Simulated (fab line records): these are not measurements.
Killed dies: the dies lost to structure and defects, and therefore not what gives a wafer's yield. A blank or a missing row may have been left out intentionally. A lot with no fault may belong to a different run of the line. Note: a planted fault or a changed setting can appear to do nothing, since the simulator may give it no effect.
A lot that was struck, set against a sound lot	flow sky130	36 steps out of a route of 708
Sound: these wafers, L692.2, L692.4, L692.5. Struck: wafer L687.2; the same lot's L687.5 was not struck, so it is left out; see the end for the cause.
Order at every step that has rows: each side's tool, ch and its chambers, its first start. Under that, the readings that differ: sound wafers	struck wafers	difference of the means	sigmas: that difference in standard deviations of wafers without a fault.
alike: readings with means less than 2 such deviations apart, plus words and numbers identical on both sides. not compared: withheld readings, readings lacking a value on some wafer, bounds such as >300 that could conceal the same value, and numbers that have no deviation in the record and whose values overlap.
The two part at a step that has a row with sigmas, a row that says differs or no value, or rows on one side only. Numbers that don't overlap but have no deviation are shown without sigmas and don't part them. A reading missing from all wafers of one side parts the sides only when that side holds two or more wafers.

first, 10 steps without rows for these wafers: SKY_DNWELL_DEVELOP_06 (develop time 60 s); SKY_DNWELL_IMPLANT_07; SKY_DNWELL_STRIP_08 (strips in O2/N2); SKY_PWDE_DEHYDRATE_00 (time 60 s); SKY_PWDE_HMDS_01 (prime time 60 s); SKY_PWDE_COAT_02 (resist thk 3000 nm); SKY_PWDE_SOFTBAKE_03; SKY_PWDE_EXPOSE_04 (exposes mask PWDEM, target cd 840 nm); SKY_PWDE_PEB_05; SKY_PWDE_DEVELOP_06 (develop time 60 s).
SKY_PWDE_IMPLANT_08:
  sound on implanter-02 ch 0, day 8 10:46; struck on implanter-03 ch 0, day 7 02:49
reading	sound	struck	difference	sigmas
beam on s (s)	9.98 9.61 9.83	14.30	+4.49	+22
faraday current uA	20.4 21.1 20.6	14.3	-6.4	-16
  alike: end station pressure torr
then, 1 step without rows for these wafers: SKY_PWDE_STRIP_09 (strips in O2/N2).
SKY_PWDE_TW_MEAS_10:
  sound on film metro-02 at day 8 11:01; struck on film metro-03 at day 7 03:20
reading	sound	struck	difference	sigmas
PWDE_TW	381 381 381	417	+36	+11
  not compared: hold
then, 21 steps without rows for these wafers: SKY_NWELL_HMDS_04 (prime time 60 s); SKY_NWELL_COAT_05 (resist thk 3000 nm); SKY_NWELL_SOFTBAKE_06; SKY_NWELL_EXPOSE_07 (exposes mask NWM, target cd 840 nm); SKY_NWELL_PEB_08; SKY_NWELL_DEVELOP_09 (develop time 60 s); SKY_NWELL_IMPLANT_11; SKY_NWELL_IMPLANT_12; SKY_NWELL_IMPLANT_13; SKY_NWELL_STRIP_14 (strips in O2/N2); SKY_NWELL_DEHYDRATE_16 (time 60 s); SKY_NWELL_HMDS_17 (prime time 60 s); SKY_NWELL_COAT_18 (resist thk 3000 nm); SKY_NWELL_SOFTBAKE_19; SKY_NWELL_EXPOSE_20 (exposes mask NWM COMPLEMENT, target cd 840 nm); SKY_NWELL_PEB_21; SKY_NWELL_DEVELOP_22 (develop time 60 s); SKY_NWELL_IMPLANT_24; SKY_NWELL_STRIP_25 (strips in O2/N2); SKY_NWELL_CLEAN_27 (cleans in SC1/SC2, time 150 s); SKY_NWELL_RTA_28 (time 30 s).
SKY_NWELL_RS_MEAS_31: measurement is done with a four-point probe.
  sound on film metro-03 at day 10 08:58; struck on film metro-02 at day 8 21:55
reading	sound	struck	difference	sigmas
PWDE_RS (ohm/sq)	5243 5249 5256	4002	-1247	-57
  not compared: hold
-- the record jumps here: 41 days lie between the struck wafers' starts before and after (it left off in module NWELL and takes up again in module PAD_OPEN, whose first step shown is number 708 of the route) --
SKY_PAD_OPEN_PROBE_99:
  sound on prober-02 at day 50 10:44; struck on prober-01 at day 50 07:19
reading	sound	struck	difference	sigmas
hold	- - -	await dispo/4.4h/release	no value on the sound wafers	
killed_at_M4_up	6 6 5	1	-5	-3
model.etest.res_p_drift_20v.line ohm um	1.152e+04 1.124e+04 1.135e+04	8367	-3003	
model.etest.res_p_drift_20v.rs ohm sq	9583 9357 9449	6956	-2507	
model.etest.res pwde under gate.rs ohm sq	6202 6211 6266	4429	-1797	
  alike: killed_at_M0_to_M3, killed at contacts, killed at front end, killed at other, killed dies, killed open, killed short

WHERE THEY PART
Earliest at SKY_PWDE_IMPLANT_08; latest, in this record, at SKY_PAD_OPEN_PROBE_99.

WHY: the cause the simulator had injected
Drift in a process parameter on implanter-03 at SKY_PWDE_IMPLANT_08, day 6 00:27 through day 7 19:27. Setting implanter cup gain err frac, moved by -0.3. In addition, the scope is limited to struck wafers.
